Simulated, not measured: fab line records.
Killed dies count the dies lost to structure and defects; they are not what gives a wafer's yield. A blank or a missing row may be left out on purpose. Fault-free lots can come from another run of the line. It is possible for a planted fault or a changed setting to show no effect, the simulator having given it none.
A struck lot beside a sound one    flow sky130    43 steps out of a route of 708
Sound: wafers L133.3, L133.4, L133.6. Wafers L139.1, L139.2, L139.6 were the ones struck. At the end, the cause is stated.
At each step with rows: each side's tool, then ch and its chambers, then its first start. Under that, the readings that differ: sound wafers    struck wafers    difference of the means    sigmas: that difference in standard deviations of wafers without a fault.
alike: words and numbers the same on both sides, and readings whose means are apart by under 2 such deviations; not compared: readings that were withheld, readings missing a value for some wafer, numbers with overlapping values and no deviation given by the record, and bounds like >300 which may hide the same value.
The two part at a step that has a row with sigmas, a row that says differs or no value, or rows on one side only. When numbers do not overlap yet have no deviation, they are printed without sigmas and do not part them. Lack of a reading on every wafer of one side parts them only where that side has two or more wafers.

first, 1 step without rows for these wafers: SKY_VIA2_CMP_02 (polishes SiO2).
SKY_VIA2_BOW_MEAS_03:
  struck on filmMetro-01, day 37 07:25; sound on filmMetro-02, day 34 22:38
  alike: VIA2_BOW
then, 8 steps without rows for these wafers: SKY_VIA2_DEHYDRATE_04 (time 60 s); SKY_VIA2_HMDS_05 (prime time 60 s); SKY_VIA2_COAT_06 (resist thk 60 nm); SKY_VIA2_COAT_07 (resist thk 450 nm); SKY_VIA2_SOFTBAKE_08 (time 90 s); SKY_VIA2_EXPOSE_09 (exposes mask VIM2, target cd 200 nm); SKY_VIA2_PEB_10; SKY_VIA2_DEVELOP_11 (develop time 60 s).
SKY_VIA2_CD_MEAS_12: target cd 200 nm.
  struck on cdSem-02, day 38 09:53; sound on cdSem-02, day 36 01:43
  alike: cdNm
SKY_VIA2_OVL_MEAS_13:
  struck on overlay-01, day 38 10:00; sound on overlay-01, day 36 01:49
  alike: VIA2_OVL
SKY_VIA2_ETCH_14: etches BARC in N2/H2, stops on SiO2, time 45.9 s, target depth 60 nm.
  sound on rieDiel-02 ch 0,1, day 36 01:50; struck on rieDiel-03 ch 1,2, day 38 10:02
  alike: drypumpMotorCurrentA, oesProductAu, throttleValvePct
  not compared: rfHoursCounterH
then, 1 step without rows for these wafers: SKY_VIA2_ETCH_15 (etches SiO2 in C4F8/O2/Ar, stops on TiN, target depth 546 nm, time 84 s).
SKY_VIA2_STRIP_16: strips in O2/N2.
  sound on plasmaAsher-04 ch 0,1, day 36 01:58; struck on plasmaAsher-03 ch 0,1, day 38 10:08
  alike: drypumpMotorCurrentA, oesProductAu, stripTimeToEndpointS
  not compared: rfHoursCounterH
then, 4 steps without rows for these wafers: SKY_VIA2_STRIP_17 (strips in post etch residue remover, time 1200 s); SKY_VIA2_CLEAN_18 (cleans in IPA, time 180 s); SKY_VIA2_CLEAN_19 (cleans in O3/DIW); SKY_VIA2_SPUTTER_20 (material TiN, target thk 20 nm, time 80 s).
SKY_VIA2_CVD_21: deposits W, target thk 420 nm, time 126.4 s.
  sound on cvdW-01 ch 0,1, day 36 02:47; struck on cvdW-02 ch 0,1, day 38 10:52
reading             sound                 struck                difference  sigmas
susceptorTempC (C)  400.20 400.09 400.42  399.99 399.78 399.62  -0.44       -2
  alike: heaterPowerW
SKY_VIA2_RS_MEAS_22: measures by four-point-probe.
  struck on filmMetro-03, day 38 10:59; sound on filmMetro-01, day 36 02:55
  alike: VIA2_W_RS
SKY_VIA2_THK_MEAS_23: measures by xrf.
  struck on filmMetro-03, day 38 11:07; sound on filmMetro-01, day 36 03:01
  alike: VIA2_W_THK
then, 1 step without rows for these wafers: SKY_VIA2_CMP_24 (polishes, stops on SiO2, t overpolish 20 s, target thk 0 nm).
SKY_METAL3_SPUTTER_00: material Ti, target thk 15 nm, time 10 s.
  struck on pvdSputter-02, day 38 11:28; sound on pvdSputter-02, day 36 03:21
  alike: throttleValvePct
SKY_METAL3_SPUTTER_01: material TiN, target thk 20 nm, time 16.7 s.
  struck on pvdSputter-02, day 38 11:29; sound on pvdSputter-02, day 36 03:22
  alike: throttleValvePct
SKY_METAL3_SPUTTER_02: material AlCu, target thk 735 nm, time 39.1 s.
  struck on pvdSputter-02, day 38 11:31; sound on pvdSputter-02, day 36 03:23
  alike: throttleValvePct
then, 3 steps without rows for these wafers: SKY_METAL3_SPUTTER_03 (material Ti, target thk 5 nm, time 3.3 s); SKY_METAL3_SPUTTER_04 (material TiN, target thk 70 nm, time 58.3 s); SKY_CAPM_CVD_00 (deposits SiO2, target thk 15.5 nm).
SKY_CAPM_THK_MEAS_01:
  struck on filmMetro-01, day 38 11:38; sound on filmMetro-04, day 36 03:35
  alike: CAPM_CVD_00_THK
then, 1 step without rows for these wafers: SKY_CAPM_SPUTTER_02 (material TiN, target thk 200 nm, time 166.7 s).
SKY_CAPM_RS_MEAS_03: measures by four-point-probe.
  struck on filmMetro-03, day 38 11:49; sound on filmMetro-03, day 36 03:46
  alike: CAPM_TIN_RS
SKY_CAPM_THK_MEAS_04: measures by xrf.
  struck on filmMetro-03, day 38 11:56; sound on filmMetro-03, day 36 03:52
  alike: CAPM_TIN_THK
then, 7 steps without rows for these wafers: SKY_CAPM_DEHYDRATE_05 (time 60 s); SKY_CAPM_HMDS_06 (prime time 60 s); SKY_CAPM_COAT_07 (resist thk 1140 nm); SKY_CAPM_SOFTBAKE_08 (time 60 s); SKY_CAPM_EXPOSE_09 (exposes mask CAPM, target cd 1000 nm); SKY_CAPM_PEB_10; SKY_CAPM_DEVELOP_11 (develop time 60 s).
SKY_CAPM_OVL_MEAS_12:
  struck on overlay-01, day 39 13:02; sound on overlay-02, day 37 05:39
  alike: CAPM_OVL
then, 1 step without rows for these wafers: SKY_CAPM_METAL_ETCH_13 (etches TiN in Cl2/BCl3, stops on SiO2, target depth 220 nm, time 62.9 s).
-- the record jumps here: 8 days lie between the struck wafers' starts before and after (it left off in module CAPM and takes up again in module PAD_OPEN, whose first step shown is number 708 of the route) --
SKY_PAD_OPEN_PROBE_99:
  struck on prober-02, day 47 09:38; sound on prober-02, day 45 15:20
reading                                sound                struck             difference  sigmas
defectLimitedYield (%)                 86.4 81.7 82.3       76.4 74.2 78.7     -7.0        -4
killed_at_M0_to_M3                     33 50 44             85 91 76           +42         +7
killedDies                             67 90 87             116 127 105        +35         +4
sort_bin_3_pad_short (%)               0.8 0.6 0.4          3.0 2.2 2.6        +2.0        +4
sort_bin_5_function (%)                6.7 10.4 10.8        14.2 15.9 11.8     +4.7        +4
sortNPass                              425 402 405          376 365 387        -35         -4
sortYieldPct (%)                       86.4 81.7 82.3       76.4 74.2 78.7     -7.0        -4
model.etest.tester.sortNPass           425 402 405          376 365 387        -35         
model.etest.tester.sortYieldPct (%)    86.38 81.71 82.32    76.42 74.19 78.66  -7.05       
model.etest.tester.sort_bin_5_pct (%)  6.707 10.37 10.77    14.23 15.85 11.79  +4.67       
model.etest.tester.sort_bin_3_pct (%)  0.813 0.6098 0.4065  3.049 2.236 2.642  +2.033      
  alike: killed_at_M4_up, killedAtContacts, killedAtFrontEnd, killedAtOther, killedOpen, killedShort, sort_bin_6_memory

WHERE THEY PART
Earliest at SKY_VIA2_CVD_21; latest, in this record, at SKY_PAD_OPEN_PROBE_99.

WHY: what had been put in by the simulator
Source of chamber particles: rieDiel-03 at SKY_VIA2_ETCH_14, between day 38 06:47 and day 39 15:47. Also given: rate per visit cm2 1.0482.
